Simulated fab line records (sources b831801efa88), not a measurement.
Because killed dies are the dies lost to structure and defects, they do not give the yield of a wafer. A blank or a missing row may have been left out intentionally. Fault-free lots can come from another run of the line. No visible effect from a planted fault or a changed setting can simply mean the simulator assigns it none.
fab line records	flow sky130
[record] lots = 24	wafers = 72	last_day = 50
route steps=708 shown CAPM@539 METAL4@599 VIA4@640
lots untouched by any fault: they come from a run of this same line in which no faults occurred
start_h: start of the lot's first displayed wafer, in hours after the record's first day	wait_h: how many hours have passed since the lot's step before this one	" the same as in the row above	L1.1+2: one row covering several wafers at once	- no value, or no start given	* or withheld: withheld	< > ~ a bound
route shown NAME@n: NAME is a module with steps in the file, n the number in the route of the first one	usual: mean/standard deviation taken from wafers without a fault	same: alike in all rows	chamber/n: place in a boat	sites: per-site readings	_std_site: standard deviation across them	_edge_site: mean of outer sites minus mean of inner sites	radius_mm: for every site, how far away it sits from the centre of the wafer	mask NAME#n: copy n	behind: tool/chamber where the wafer was last shaped	hold: cause of the lot's hold/its duration in hours/its outcome	device: which transistor (n, p or np) failed to switch	end of line: the route-end tests of the same wafers	a step given without rows: its recipe and nothing more	killed: count of dies lost to structure and defects at first sort (not the wafer's yield)	map: per-die view of a wafer (x killed, . not killed, _ where there is no die)
set.NAME: setting as actually run; set.NAME@STEP: the setting as run at that earlier step	model.NAME: the simulator's own value behind a step, which no gauge read
a sample of lots followed through the steps of the route, with each step as a table and each wafer as a row
services: a tool's chamber out of use, with start hour (start_h, from the record's first day; less than 0 if before it), hours out, and reason
[[steps]]
[step SKY_CAPM_SPUTTER_02]
[recipe] material = TiN	target_thk_nm = 200	temp_c = 300	power_w = 6500	time_s = 166.7	chamber_pressure_pa = 0.4068
[usual] chamber_pressure_pa = 0.4067/0.00086	throttle_valve_pct = 30.3/0.88
lot.wafer	tool	chamber	start_h	wait_h	chamber_pressure_pa	throttle_valve_pct
L075.1	pvd_sputter-04	-	859.92	0.1	0.4081	31.3
L075.3	"	-	"	"	0.4060	30.5
L075.5	"	-	"	"	0.4052	30.4
L074.1	pvd_sputter-03	-	860.63	0.1	0.4066	31.2
L074.2	"	-	"	"	0.4063	29.6
L074.4	"	-	"	"	0.4084	28.7
L076.1	pvd_sputter-03	-	871.06	0.1	0.4079	31.0
L076.2	"	-	"	"	0.4075	28.5
L076.6	"	-	"	"	0.4066	28.7
L077.1	pvd_sputter-04	-	873.08	0.1	0.4054	30.9
L077.3	"	-	"	"	0.4071	31.3
L077.6	"	-	"	"	0.4066	30.1
L078.1	pvd_sputter-02	-	878.88	0.1	0.4052	29.9
L078.4	"	-	"	"	0.4059	31.0
L078.5	"	-	"	"	0.4074	30.8
L079.1	pvd_sputter-04	-	916.60	0.1	0.4060	31.0
L079.4	"	-	"	"	0.4065	30.8
L079.6	"	-	"	"	0.4058	31.2
L081.1	pvd_sputter-04	-	917.95	0.1	0.4074	31.3
L081.4	"	-	"	"	0.4056	30.6
L081.5	"	-	"	"	0.4065	30.3
L080.3	pvd_sputter-04	-	920.57	0.0	0.4068	30.1
L080.4	"	-	"	"	0.4055	31.3
L080.5	"	-	"	"	0.4067	31.3
L084.2	pvd_sputter-03	-	947.94	0.0	0.4058	29.1
L084.5	"	-	"	"	0.4066	31.3
L084.6	"	-	"	"	0.4057	29.5
L083.1	pvd_sputter-03	-	949.24	0.1	0.4067	29.9
L083.2	"	-	"	"	0.4064	29.1
L083.4	"	-	"	"	0.4070	31.1
L082.2	pvd_sputter-04	-	951.91	0.0	0.4066	31.3
L082.4	"	-	"	"	0.4066	30.7
L082.5	"	-	"	"	0.4080	30.7
L086.1	pvd_sputter-02	-	963.29	0.1	0.4082	31.0
L086.3	"	-	"	"	0.4059	29.0
L086.5	"	-	"	"	0.4059	31.0
L085.3	pvd_sputter-04	-	970.18	0.0	0.4061	31.3
L085.4	"	-	"	"	0.4057	30.7
L085.5	"	-	"	"	0.4056	30.5
L087.2	pvd_sputter-03	-	974.58	0.0	0.4071	29.4
L087.5	"	-	"	"	0.4061	31.1
L087.6	"	-	"	"	0.4065	29.8
L088.1	pvd_sputter-03	-	977.53	0.1	0.4062	28.6
L088.2	"	-	"	"	0.4066	29.1
L088.6	"	-	"	"	0.4065	29.7
L090.3	pvd_sputter-04	-	983.50	0.0	0.4079	30.7
L090.4	"	-	"	"	0.4072	31.1
L090.5	"	-	"	"	0.4077	30.8
L089.1	pvd_sputter-04	-	986.85	0.1	0.4066	30.8
L089.2	"	-	"	"	0.4068	30.2
L089.4	"	-	"	"	0.4070	30.8
L092.2	pvd_sputter-02	-	988.98	0.0	0.4086	30.1
L092.3	"	-	"	"	0.4074	31.0
L092.4	"	-	"	"	0.4043	30.8
L091.2	pvd_sputter-02	-	993.70	0.0	0.4053	30.2
L091.3	"	-	"	"	0.4080	30.7
L091.5	"	-	"	"	0.4071	30.8
L094.2	pvd_sputter-03	-	1000.18	0.0	0.4066	29.8
L094.3	"	-	"	"	0.4078	31.3
L094.5	"	-	"	"	0.4072	31.1
L093.3	pvd_sputter-03	-	1003.02	0.0	0.4083	29.6
L093.4	"	-	"	"	0.4066	31.2
L093.6	"	-	"	"	0.4071	29.1
L096.4	pvd_sputter-04	-	1006.36	0.0	0.4065	30.2
L096.5	"	-	"	"	0.4057	31.3
L096.6	"	-	"	"	0.4068	30.6
L095.2	pvd_sputter-02	-	1010.44	0.0	0.4068	31.0
L095.3	"	-	"	"	0.4077	28.9
L095.5	"	-	"	"	0.4071	28.9
L097.1	pvd_sputter-03	-	1015.55	0.1	0.4062	28.5
L097.4	"	-	"	"	0.4071	29.1
L097.5	"	-	"	"	0.4077	29.6
[step SKY_METAL4_SPUTTER_01]
[recipe] material = TiN	target_thk_nm = 20	power_w = 6500	time_s = 16.7	chamber_pressure_pa = 0.4
[usual] chamber_pressure_pa = 0.4000/0.00075	throttle_valve_pct = 30.0/0.9
lot.wafer	tool	chamber	start_h	wait_h	chamber_pressure_pa	throttle_valve_pct
L075.1	pvd_sputter-03	-	940.83	0.0	0.4000	31.2
L075.3	"	-	"	"	0.4002	30.0
L075.5	"	-	"	"	0.3995	29.3
L074.1	pvd_sputter-01	-	942.09	0.0	0.4000	28.8
L074.2	"	-	"	"	0.3993	29.5
L074.4	"	-	"	"	0.4001	29.9
L076.1	pvd_sputter-03	-	950.79	0.0	0.3998	29.3
L076.2	"	-	"	"	0.4011	29.9
L076.6	"	-	"	"	0.4000	28.5
L077.1	pvd_sputter-01	-	953.79	0.0	0.4000	29.8
L077.3	"	-	"	"	0.3985	30.3
L077.6	"	-	"	"	0.4000	28.9
L078.1	pvd_sputter-04	-	958.88	0.0	0.3995	30.7
L078.4	"	-	"	"	0.4009	31.1
L078.5	"	-	"	"	0.4004	31.1
L079.1	pvd_sputter-03	-	992.63	0.0	0.3981	29.0
L079.4	"	-	"	"	0.3991	31.1
L079.6	"	-	"	"	0.4004	28.6
L081.1	pvd_sputter-04	-	993.75	0.0	0.3992	31.4
L081.4	"	-	"	"	0.4003	30.6
L081.5	"	-	"	"	0.3988	31.2
L080.3	pvd_sputter-04	-	997.36	0.0	0.3995	31.0
L080.4	"	-	"	"	0.3994	30.7
L080.5	"	-	"	"	0.3994	31.4
L084.2	pvd_sputter-01	-	1022.26	0.0	0.3990	29.6
L084.5	"	-	"	"	0.4003	28.8
L084.6	"	-	"	"	0.3991	29.9
L083.1	pvd_sputter-04	-	1022.94	0.0	0.4013	31.0
L083.2	"	-	"	"	0.3983	30.7
L083.4	"	-	"	"	0.4000	31.1
L082.2	pvd_sputter-04	-	1026.04	0.0	0.4005	30.3
L082.4	"	-	"	"	0.4011	31.3
L082.5	"	-	"	"	0.3999	31.0
L086.1	pvd_sputter-03	-	1036.48	0.0	0.4002	29.0
L086.3	"	-	"	"	0.4000	29.6
L086.5	"	-	"	"	0.3994	31.2
L085.3	pvd_sputter-01	-	1043.40	0.0	0.4020	30.6
L085.4	"	-	"	"	0.3998	29.3
L085.5	"	-	"	"	0.4010	29.5
L087.2	pvd_sputter-01	-	1048.57	0.0	0.4003	30.3
L087.5	"	-	"	"	0.4001	29.9
L087.6	"	-	"	"	0.4003	29.2
L088.1	pvd_sputter-01	-	1050.80	0.0	0.3990	30.1
L088.2	"	-	"	"	0.3993	29.7
L088.6	"	-	"	"	0.3993	30.0
L090.3	pvd_sputter-01	-	1056.38	0.0	0.3997	30.6
L090.4	"	-	"	"	0.3992	30.1
L090.5	"	-	"	"	0.4000	29.0
L089.1	pvd_sputter-04	-	1059.15	0.0	0.4002	31.1
L089.2	"	-	"	"	0.3997	31.1
L089.4	"	-	"	"	0.4002	30.1
L092.2	pvd_sputter-03	-	1060.74	0.0	0.4000	28.4
L092.3	"	-	"	"	0.4004	29.6
L092.4	"	-	"	"	0.4006	31.2
L091.2	pvd_sputter-04	-	1066.08	0.0	0.4008	31.0
L091.3	"	-	"	"	0.3994	30.8
L091.5	"	-	"	"	0.4017	31.0
L094.2	pvd_sputter-04	-	1070.12	0.0	0.3995	31.1
L094.3	"	-	"	"	0.4001	31.1
L094.5	"	-	"	"	0.4006	30.7
L093.3	pvd_sputter-01	-	1074.00	0.0	0.4011	29.1
L093.4	"	-	"	"	0.4008	29.8
L093.6	"	-	"	"	0.4005	28.9
L096.4	pvd_sputter-01	-	1076.70	0.0	0.4009	29.9
L096.5	"	-	"	"	0.4010	29.9
L096.6	"	-	"	"	0.4006	28.8
L095.2	pvd_sputter-03	-	1080.30	0.0	0.4001	29.3
L095.3	"	-	"	"	0.4005	28.6
L095.5	"	-	"	"	0.4000	28.7
L097.1	pvd_sputter-03	-	1086.69	0.0	0.3991	31.3
L097.4	"	-	"	"	0.4007	29.1
L097.5	"	-	"	"	0.4021	29.5
[step SKY_METAL4_METAL_ETCH_18]
[recipe] target_depth_a = 8450	stop_on = SiO2	over_etch_frac = 0.3	time_s = 183.1	chemistry = Cl2/BCl3	resist_sidewall_deg = 88	pressure_mtorr = 10	icp_w = 900	bias_w = 48.5	Cl2_flow_sccm = 60	bcl3_flow_sccm = 30
[usual] bias_w = 48.50/0.13	chamber_pressure_mTorr = 10.000/0.009	drypump_motor_current_A = 5.68/0.29	oes_product_au = 0.866/0.0064	throttle_valve_pct = 22.264/0.0092
lot.wafer	tool	chamber	start_h	wait_h	bias_w	chamber_pressure_mTorr	drypump_motor_current_A	oes_product_au	rf_hours_counter_h	throttle_valve_pct
L075.1	rie_metal-02	1	989.09	0.0	48.35	10.002	5.81	0.868	16	22.279
L075.3	"	0	"	"	48.81	10.016	5.90	0.866	-	22.278
L075.5	"	1	"	"	48.38	9.991	5.77	0.869	-	22.257
L074.1	rie_metal-02	0	990.66	0.0	48.56	9.993	5.89	0.867	17	22.245
L074.2	"	1	"	"	48.65	9.999	5.80	0.871	17	22.276
L074.4	"	0	"	"	48.36	9.999	5.94	0.861	-	22.268
L076.1	rie_metal-01	1	999.19	0.0	48.56	9.994	5.40	0.865	15	22.259
L076.2	"	0	"	"	48.51	10.002	6.07	0.869	20	22.262
L076.6	"	1	"	"	48.64	10.011	5.42	0.872	-	22.285
L077.1	rie_metal-02	0	1001.91	0.0	48.49	9.977	5.91	0.854	17	22.264
L077.3	"	1	"	"	48.57	9.999	5.82	0.853	-	22.263
L077.6	"	1	"	"	48.66	10.003	5.81	0.853	-	22.264
L078.1	rie_metal-02	0	1007.10	0.0	48.35	9.992	5.94	0.874	18	22.267
L078.4	"	1	"	"	48.37	10.008	5.81	0.876	-	22.275
L078.5	"	0	"	"	48.65	10.012	5.92	0.875	-	22.284
L079.1	rie_metal-03	1	1039.54	0.0	48.56	10.002	5.55	0.871	8	22.257
L079.4	"	1	"	"	48.46	10.006	5.57	0.865	-	22.255
L079.6	"	1	"	"	48.57	9.990	5.60	0.870	-	22.250
L081.1	rie_metal-01	0	1041.40	0.0	48.68	9.998	6.07	0.865	23	22.263
L081.4	"	1	"	"	48.53	9.993	5.44	0.867	-	22.265
L081.5	"	1	"	"	48.59	9.997	5.40	0.864	-	22.258
L080.3	rie_metal-01	0	1044.32	0.1	48.60	10.000	6.05	0.870	-	22.261
L080.4	"	1	"	"	48.61	10.008	5.43	0.869	-	22.247
L080.5	"	0	"	"	48.56	9.996	6.06	0.871	-	22.269
L084.2	rie_metal-03	1	1066.44	0.0	48.46	10.005	5.55	0.861	11	22.275
L084.5	"	1	"	"	48.53	10.013	5.56	0.869	-	22.266
L084.6	"	0	"	"	48.47	9.988	5.03	0.862	-	22.273
L083.1	rie_metal-01	1	1068.04	0.0	48.42	10.008	5.44	0.865	19	22.251
L083.2	"	1	"	"	48.40	10.009	5.40	0.866	-	22.261
L083.4	"	1	"	"	48.61	10.000	5.42	0.864	-	22.250
L082.2	rie_metal-01	1	1071.45	0.1	48.48	10.000	5.43	0.878	-	22.262
L082.4	"	1	"	"	48.71	9.994	5.42	0.876	-	22.261
L082.5	"	1	"	"	48.68	10.000	5.43	0.866	-	22.263
L086.1	rie_metal-01	0	1081.04	0.0	48.45	10.002	6.02	0.876	1	22.246
L086.3	"	1	"	"	48.48	10.002	5.43	0.869	-	22.272
L086.5	"	1	"	"	48.68	9.987	5.45	0.871	-	22.271
L085.3	rie_metal-02	0	1087.11	0.1	48.63	10.006	5.90	0.862	-	22.257
L085.4	"	1	"	"	48.55	10.002	5.81	0.868	-	22.266
L085.5	"	1	"	"	48.57	10.013	5.81	0.876	-	22.251
L087.2	rie_metal-02	0	1091.84	0.0	48.54	10.007	5.90	0.856	23	22.257
L087.5	"	1	"	"	48.60	10.006	5.79	0.853	-	22.263
L087.6	"	0	"	"	48.49	10.006	5.88	0.863	-	22.290
L088.1	rie_metal-01	0	1094.72	0.0	48.27	9.989	6.14	0.870	1	22.279
L088.2	"	1	"	"	48.31	10.004	5.37	0.855	22	22.261
L088.6	"	0	"	"	48.56	9.991	6.03	0.872	-	22.250
L090.3	rie_metal-03	0	1099.87	0.1	48.37	10.020	5.03	0.859	-	22.266
L090.4	"	1	"	"	48.52	10.003	5.55	0.851	-	22.251
L090.5	"	1	"	"	48.38	10.006	5.58	0.866	-	22.266
L089.1	rie_metal-03	1	1102.92	0.0	48.60	10.003	5.55	0.876	13	22.280
L089.2	"	0	"	"	48.57	9.987	5.02	0.864	14	22.276
L089.4	"	1	"	"	48.56	9.995	5.59	0.868	-	22.259
L092.2	rie_metal-02	0	1103.69	0.0	48.30	9.986	5.91	0.865	24	22.261
L092.3	"	0	"	"	48.53	9.996	5.91	0.863	-	22.261
L092.4	"	1	"	"	48.38	9.999	5.83	0.857	-	22.252
L091.2	rie_metal-01	0	1109.02	0.0	48.62	10.001	6.07	0.869	2	22.258
L091.3	"	0	"	"	48.53	10.001	6.02	0.871	-	22.259
L091.5	"	1	"	"	48.51	9.999	5.45	0.863	-	22.260
L094.2	rie_metal-02	1	1112.65	0.1	48.56	9.999	5.79	0.860	-	22.266
L094.3	"	1	"	"	48.34	10.003	5.79	0.863	-	22.259
L094.5	"	1	"	"	48.31	10.019	5.83	0.864	-	22.268
L093.3	rie_metal-03	1	1115.97	0.1	48.40	10.012	5.59	0.872	-	22.260
L093.4	"	0	"	"	48.52	9.987	5.03	0.865	-	22.268
L093.6	"	0	"	"	48.55	10.000	5.02	0.871	-	22.268
L096.4	rie_metal-01	1	1119.84	0.1	48.39	10.003	5.42	0.855	-	22.256
L096.5	"	0	"	"	48.43	10.000	6.08	0.859	-	22.258
L096.6	"	1	"	"	48.46	10.003	5.43	0.858	-	22.276
L095.2	rie_metal-02	1	1122.17	0.1	48.36	9.994	5.82	0.865	-	22.255
L095.3	"	1	"	"	48.51	9.988	5.84	0.860	-	22.261
L095.5	"	1	"	"	48.37	9.998	5.82	0.867	-	22.268
L097.1	rie_metal-02	1	1127.39	0.0	48.49	9.973	5.83	0.872	27	22.254
L097.4	"	1	"	"	48.64	10.000	5.81	0.877	-	22.263
L097.5	"	1	"	"	48.48	10.009	5.81	0.872	-	22.261
[step SKY_METAL4_STRIP_19]
[recipe] chemistry = O2/N2	power_w = 1400	pressure_mtorr = 1500	platen_temp_c = withheld	o2_flow_sccm = 3000	n2_flow_sccm = 300	overash_fraction = 0.5
[usual] chamber_pressure_mTorr = 1500.1/1.4	drypump_motor_current_A = 5.5/0.42	n2_flow_sccm = 300.1/0.94	oes_product_au = 0.501/0.0052	strip_time_to_endpoint_s = 6.51/0.065
lot.wafer	tool	chamber	start_h	wait_h	chamber_pressure_mTorr	drypump_motor_current_A	n2_flow_sccm	oes_product_au	rf_hours_counter_h	strip_time_to_endpoint_s
L075.1	plasma_asher-02	1	989.27	0.1	1501.3	5.2	300.8	0.506	116	6.51
L075.3	"	0	"	"	1500.4	6.1	298.3	0.494	-	6.52
L075.5	"	0	"	"	1500.2	6.1	300.9	0.510	-	6.56
L074.1	plasma_asher-02	1	990.84	0.1	1501.6	5.2	300.0	0.502	116	6.44
L074.2	"	0	"	"	1500.2	6.1	300.7	0.494	116	6.50
L074.4	"	1	"	"	1498.3	5.2	300.7	0.495	-	6.44
L076.1	plasma_asher-02	1	999.37	0.1	1501.1	5.2	300.6	0.503	117	6.53
L076.2	"	0	"	"	1499.3	6.1	301.4	0.504	117	6.53
L076.6	"	1	"	"	1499.7	5.2	299.9	0.504	-	6.54
L077.1	plasma_asher-04	0	1002.09	0.1	1498.2	5.8	299.6	0.499	26	6.43
L077.3	"	1	"	"	1501.3	5.2	300.2	0.499	-	6.46
L077.6	"	1	"	"	1501.9	5.2	301.0	0.502	-	6.47
L078.1	plasma_asher-01	0	1007.28	0.1	1498.2	4.9	299.9	0.504	91	6.50
L078.4	"	1	"	"	1499.5	5.7	299.7	0.497	-	6.53
L078.5	"	1	"	"	1499.4	5.7	300.8	0.489	-	6.46
L079.1	plasma_asher-02	1	1039.89	0.3	1501.9	5.2	298.6	0.504	121	6.66
L079.4	"	0	"	"	1501.4	6.1	300.2	0.505	-	6.68
L079.6	"	1	"	"	1499.4	5.2	300.2	0.501	-	6.62
L081.1	plasma_asher-01	0	1041.58	0.1	1498.8	4.9	301.6	0.496	94	6.45
L081.4	"	0	"	"	1499.4	4.9	300.8	0.506	-	6.47
L081.5	"	1	"	"	1503.4	5.7	299.1	0.501	-	6.42
L080.3	plasma_asher-04	0	1044.48	0.1	1499.2	5.8	300.1	0.498	-	6.53
L080.4	"	1	"	"	1500.4	5.2	299.5	0.506	-	6.53
L080.5	"	0	"	"	1499.7	5.8	300.0	0.504	-	6.58
L084.2	plasma_asher-02	0	1066.62	0.1	1497.6	6.1	300.4	0.497	0	6.52
L084.5	"	1	"	"	1499.8	5.2	300.1	0.502	-	6.65
L084.6	"	0	"	"	1498.9	6.1	298.5	0.503	-	6.48
L083.1	plasma_asher-02	1	1068.39	0.3	1500.0	5.2	300.8	0.496	0	6.48
L083.2	"	0	"	"	1499.3	6.1	300.2	0.499	0	6.49
L083.4	"	1	"	"	1499.5	5.2	302.5	0.498	-	6.45
L082.2	plasma_asher-04	1	1071.74	0.2	1499.8	5.2	299.1	0.499	33	6.50
L082.4	"	1	"	"	1501.6	5.2	299.3	0.504	-	6.50
L082.5	"	1	"	"	1500.8	5.2	300.1	0.501	-	6.52
L086.1	plasma_asher-04	1	1081.22	0.1	1497.8	5.2	300.5	0.497	33	6.40
L086.3	"	1	"	"	1501.6	5.2	298.7	0.496	-	6.44
L086.5	"	1	"	"	1496.1	5.2	300.2	0.496	-	6.47
L085.3	plasma_asher-02	1	1087.26	0.1	1499.0	5.2	299.8	0.501	-	6.54
L085.4	"	0	"	"	1499.3	6.1	299.5	0.505	-	6.55
L085.5	"	0	"	"	1500.0	6.1	299.6	0.504	-	6.57
L087.2	plasma_asher-04	0	1092.02	0.1	1500.9	5.8	300.7	0.495	34	6.51
L087.5	"	1	"	"	1498.0	5.2	298.0	0.508	-	6.54
L087.6	"	0	"	"	1499.7	5.8	301.3	0.500	-	6.52
L088.1	plasma_asher-02	1	1094.89	0.1	1499.1	5.2	300.4	0.507	3	6.46
L088.2	"	0	"	"	1501.8	6.1	300.4	0.503	3	6.58
L088.6	"	0	"	"	1500.7	6.1	302.1	0.504	-	6.46
L090.3	plasma_asher-01	1	1100.03	0.1	1499.6	5.7	301.8	0.507	-	6.50
L090.4	"	0	"	"	1501.8	5.0	300.4	0.505	-	6.61
L090.5	"	0	"	"	1499.2	4.9	301.0	0.511	-	6.61
L089.1	plasma_asher-01	1	1103.09	0.1	1498.1	5.7	300.4	0.508	100	6.58
L089.2	"	0	"	"	1498.6	4.9	301.4	0.499	100	6.44
L089.4	"	1	"	"	1501.8	5.7	301.5	0.504	-	6.56
L092.2	plasma_asher-02	0	1103.87	0.1	1499.5	6.1	299.8	0.508	4	6.49
L092.3	"	1	"	"	1499.7	5.2	299.6	0.507	-	6.49
L092.4	"	0	"	"	1501.3	6.1	301.2	0.500	-	6.53
L091.2	plasma_asher-01	0	1109.19	0.1	1498.6	5.0	300.3	0.495	101	6.42
L091.3	"	1	"	"	1501.8	5.7	299.7	0.500	-	6.41
L091.5	"	1	"	"	1499.6	5.6	300.9	0.504	-	6.54
L094.2	plasma_asher-02	0	1112.94	0.2	1503.0	6.1	300.9	0.517	5	6.50
L094.3	"	0	"	"	1499.5	6.1	299.9	0.505	-	6.45
L094.5	"	1	"	"	1502.5	5.2	300.7	0.499	-	6.43
L093.3	plasma_asher-01	1	1116.13	0.1	1501.7	5.7	299.2	0.505	-	6.66
L093.4	"	0	"	"	1500.1	4.9	299.5	0.496	-	6.49
L093.6	"	1	"	"	1500.4	5.7	299.1	0.500	-	6.42
L096.4	plasma_asher-02	0	1119.99	0.1	1498.6	6.1	301.3	0.501	-	6.47
L096.5	"	1	"	"	1500.5	5.2	302.3	0.498	-	6.45
L096.6	"	0	"	"	1499.9	6.1	300.3	0.498	-	6.47
L095.2	plasma_asher-01	1	1122.47	0.2	1500.4	5.7	299.4	0.499	102	6.49
L095.3	"	0	"	"	1499.8	4.9	300.0	0.499	-	6.45
L095.5	"	1	"	"	1499.1	5.7	298.3	0.498	-	6.48
L097.1	plasma_asher-01	1	1127.74	0.3	1499.1	5.7	298.8	0.501	103	6.58
L097.4	"	0	"	"	1499.1	4.9	300.9	0.509	-	6.58
L097.5	"	0	"	"	1500.7	4.9	299.6	0.511	-	6.58
[step SKY_VIA4_THK_MEAS_01]
[recipe] reads = SiO2_of_VIA4_HDPCVD_00
[usual] VIA4_HDPCVD_THK = 1749/17
lot.wafer	tool	chamber	start_h	wait_h	VIA4_HDPCVD_THK[nm]
L075.1	film_metro-03	-	990.12	0.1	1743
L075.3	"	-	"	"	1746
L075.5	"	-	"	"	1763
L074.1	film_metro-03	-	991.77	0.2	1763
L074.2	"	-	"	"	1776
L074.4	"	-	"	"	1763
L076.1	film_metro-04	-	1000.14	0.1	1759
L076.2	"	-	"	"	1774
L076.6	"	-	"	"	1758
L077.1	film_metro-04	-	1002.87	0.1	1765
L077.3	"	-	"	"	1768
L077.6	"	-	"	"	1762
L078.1	film_metro-04	-	1008.16	0.1	1776
L078.4	"	-	"	"	1769
L078.5	"	-	"	"	1782
L079.1	film_metro-03	-	1040.71	0.1	1739
L079.4	"	-	"	"	1710
L079.6	"	-	"	"	1749
L081.1	film_metro-04	-	1042.39	0.1	1721
L081.4	"	-	"	"	1744
L081.5	"	-	"	"	1760
L080.3	film_metro-03	-	1045.24	0.1	1746
L080.4	"	-	"	"	1748
L080.5	"	-	"	"	1725
L084.2	film_metro-03	-	1067.43	0.1	1735
L084.5	"	-	"	"	1718
L084.6	"	-	"	"	1733
L083.1	film_metro-04	-	1069.29	0.2	1742
L083.2	"	-	"	"	1737
L083.4	"	-	"	"	1739
L082.2	film_metro-03	-	1072.56	0.1	1739
L082.4	"	-	"	"	1744
L082.5	"	-	"	"	1736
L086.1	film_metro-04	-	1082.04	0.1	1780
L086.3	"	-	"	"	1754
L086.5	"	-	"	"	1759
L085.3	film_metro-04	-	1088.06	0.1	1772
L085.4	"	-	"	"	1748
L085.5	"	-	"	"	1759
L087.2	film_metro-01	-	1092.80	0.1	1743
L087.5	"	-	"	"	1768
L087.6	"	-	"	"	1747
L088.1	film_metro-03	-	1095.66	0.1	1747
L088.2	"	-	"	"	1748
L088.6	"	-	"	"	1752
L090.3	film_metro-04	-	1100.78	0.1	1762
L090.4	"	-	"	"	1772
L090.5	"	-	"	"	1767
L089.1	film_metro-03	-	1104.00	0.1	1733
L089.2	"	-	"	"	1716
L089.4	"	-	"	"	1725
L092.2	film_metro-03	-	1104.77	0.2	1747
L092.3	"	-	"	"	1757
L092.4	"	-	"	"	1759
L091.2	film_metro-04	-	1109.97	0.1	1745
L091.3	"	-	"	"	1767
L091.5	"	-	"	"	1756
L094.2	film_metro-03	-	1113.76	0.1	1727
L094.3	"	-	"	"	1760
L094.5	"	-	"	"	1729
L093.3	film_metro-04	-	1116.89	0.1	1741
L093.4	"	-	"	"	1758
L093.6	"	-	"	"	1736
L096.4	film_metro-04	-	1120.79	0.0	1768
L096.5	"	-	"	"	1747
L096.6	"	-	"	"	1748
L095.2	film_metro-03	-	1123.25	0.1	1719
L095.3	"	-	"	"	1715
L095.5	"	-	"	"	1730
L097.1	film_metro-03	-	1128.51	0.1	1760
L097.4	"	-	"	"	1741
L097.5	"	-	"	"	1737
[step SKY_VIA4_CMP_02]
[recipe] material = SiO2	down_force_psi = 4	platen_rpm = 60	pad_velocity_m_s = 0.94248
[usual] motor_current_A = 12.3/1.1	slurry_flow_ml_min = 150.0/0.43
lot.wafer	tool	chamber	start_h	wait_h	motor_current_A	slurry_flow_ml_min
L075.3	cmp-02	0	990.53	0.4	13.6	150.2
L075.1	"	1	"	"	9.5	150.6
L075.5	"	3	"	"	12.5	149.6
L074.2	cmp-02	0	991.83	0.0	13.5	149.7
L074.1	"	1	"	"	10.5	149.9
L074.4	"	2	"	"	13.8	150.3
L076.1	cmp-02	3	1000.25	0.1	12.8	150.1
L076.2	"	0	"	"	13.1	150.5
L076.6	"	3	"	"	12.0	149.6
L077.3	cmp-02	0	1002.98	0.1	13.2	150.2
L077.1	"	1	"	"	9.6	150.1
L077.6	"	3	"	"	12.7	150.8
L078.4	cmp-02	3	1008.52	0.3	12.4	150.4
L078.1	"	0	"	"	13.4	150.5
L078.5	"	2	"	"	12.9	150.0
L079.1	cmp-02	3	1040.82	0.1	12.2	150.2
L079.4	"	1	"	"	10.1	149.3
L079.6	"	2	"	"	13.7	150.6
L081.4	cmp-02	3	1042.45	0.0	12.2	150.3
L081.1	"	1	"	"	10.1	149.7
L081.5	"	3	"	"	12.9	149.8
L080.4	cmp-02	3	1045.28	0.0	11.6	149.8
L080.3	"	1	"	"	9.9	149.6
L080.5	"	3	"	"	13.0	149.1
L084.2	cmp-02	1	1067.60	0.2	10.4	149.8
L084.6	"	0	"	"	12.8	149.8
L084.5	"	1	"	"	9.4	150.1
L083.4	cmp-02	1	1069.35	0.0	10.0	149.7
L083.2	"	2	"	"	14.0	150.5
L083.1	"	0	"	"	13.8	150.7
L082.4	cmp-01	0	1072.61	0.0	12.1	149.9
L082.2	"	2	"	"	12.1	149.7
L082.5	"	1	"	"	12.3	150.5
L086.3	cmp-01	1	1082.10	0.0	12.3	150.2
L086.1	"	0	"	"	12.1	150.3
L086.5	"	1	"	"	11.5	150.7
L085.3	cmp-01	2	1088.25	0.2	12.2	149.3
L085.4	"	0	"	"	12.7	150.4
L085.5	"	2	"	"	12.0	149.9
L087.2	cmp-01	0	1092.95	0.1	11.7	150.3
L087.6	"	2	"	"	12.9	150.2
L087.5	"	3	"	"	12.1	149.7
L088.1	cmp-01	3	1095.77	0.1	11.7	148.8
L088.2	"	1	"	"	12.3	150.2
L088.6	"	3	"	"	12.6	149.4
L090.4	cmp-02	2	1100.87	0.1	13.0	150.4
L090.3	"	0	"	"	13.5	150.5
L090.5	"	1	"	"	9.7	150.3
L089.1	cmp-02	3	1104.06	0.1	12.1	149.5
L089.2	"	1	"	"	9.9	150.1
L089.4	"	2	"	"	13.2	150.8
L092.2	cmp-01	3	1105.00	0.2	12.4	150.3
L092.3	"	0	"	"	11.9	150.2
L092.4	"	1	"	"	11.6	150.7
L091.2	cmp-01	0	1110.02	0.0	12.1	149.9
L091.3	"	1	"	"	12.1	150.5
L091.5	"	0	"	"	12.3	150.2
L094.3	cmp-01	0	1113.91	0.1	11.7	150.4
L094.2	"	1	"	"	12.2	150.4
L094.5	"	2	"	"	12.9	149.8
L093.4	cmp-02	1	1117.03	0.1	10.2	150.1
L093.3	"	2	"	"	13.4	149.7
L093.6	"	3	"	"	11.9	149.9
L096.4	cmp-02	3	1121.11	0.3	12.2	150.1
L096.5	"	0	"	"	13.9	150.0
L096.6	"	1	"	"	10.2	149.1
L095.2	cmp-01	3	1123.40	0.1	12.3	149.0
L095.3	"	0	"	"	12.3	149.7
L095.5	"	1	"	"	12.3	149.3
L097.1	cmp-01	0	1128.57	0.1	11.6	149.5
L097.4	"	1	"	"	12.1	149.9
L097.5	"	1	"	"	12.1	149.8
[[services]]
tool	chamber	start_h	hours	kind
plasma_asher-02	-	839.82	0.3	repair
cmp-02	-	845.36	4.0	pm
plasma_asher-02	-	847.43	1.2	repair
cmp-01	-	864.84	4.7	pm
pvd_sputter-04	-	881.60	1.9	repair
cmp-02	-	912.00	4.0	pm
cmp-02	-	914.44	0.7	repair
cmp-02	-	917.88	1.2	repair
pvd_sputter-03	-	923.17	8.9	repair
cmp-01	-	935.19	0.8	repair
pvd_sputter-04	-	942.93	7.2	repair
cmp-02	-	954.66	7.7	pm
rie_metal-02	0	959.34	4.4	repair
pvd_sputter-04	-	999.38	3.8	repair
plasma_asher-02	-	1005.96	0.9	repair
cmp-01	-	1008.04	2.3	repair
pvd_sputter-03	-	1016.93	3.4	repair
cmp-02	-	1024.94	0.8	repair
cmp-02	-	1046.24	1.1	repair
plasma_asher-02	-	1055.25	9.0	pm
cmp-02	-	1062.78	1.8	repair
cmp-02	-	1070.35	1.3	repair
cmp-02	-	1075.74	9.2	repair
cmp-02	-	1083.93	1.8	repair
[[key]]
fault none
